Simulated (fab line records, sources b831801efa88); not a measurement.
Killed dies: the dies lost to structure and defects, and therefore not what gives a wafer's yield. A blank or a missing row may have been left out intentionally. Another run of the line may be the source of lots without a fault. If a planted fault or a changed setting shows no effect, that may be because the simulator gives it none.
Chamber matching ; flow sky130 ; SKY_VIA3_ETCH_15 on rieDiel-01: 4 sister chambers
The step etches SiO2 in C4F8/O2/Ar, stops on TiN, target depth 507 nm, time 78 s. 4 wafers are shown with their chamber, then 8 later ones without.

WAFERS, EACH WITH ITS CHAMBER
wafer;chamber;oesProductAu (a.u.)
L446.1;3;0.954
L446.4;2;0.944
L446.6;1;0.951
L447.2;0;0.944

WAFERS WITHOUT THEIR CHAMBER
wafer;oesProductAu (a.u.)
L447.3;0.948
L447.5;0.944
L450.1;0.949
L450.3;0.945
L450.5;0.947
L460.1;0.953
L460.3;0.942
L460.6;0.945

THE CHAMBER EACH PASSED THROUGH
wafer;from the rows above;in truth
L447.3;can't be placed: 1 or 0 or 2 or 3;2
L447.5;can't be placed: 0 or 2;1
L450.1;can't be placed: 1 or 0 or 2 or 3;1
L450.3;can't be placed: 0 or 2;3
L450.5;can't be placed: 0 or 2 or 1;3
L460.1;can't be placed: 3 or 1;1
L460.3;can't be placed: 0 or 2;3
L460.6;can't be placed: 0 or 2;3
Placed correctly: 0 of 8. Can't be placed from these rows: 8 (the true chamber is among the candidates in 3). 0 placed wrongly.
How it was worked out, from the rows above alone: a wafer's distance from a chamber is the root of the sum, over the readings, of the square of ((its reading less the chamber's mean) divided by the reading's scatter). If the next closest chamber is less than 2 further off than the closest, the wafer can't be placed; otherwise it belongs to the closest. Each chamber's mean is taken over the wafers shown for it. The scatter: with one shown wafer a chamber, the root of the mean of the squares of how far each hidden wafer lies from its nearest shown one.
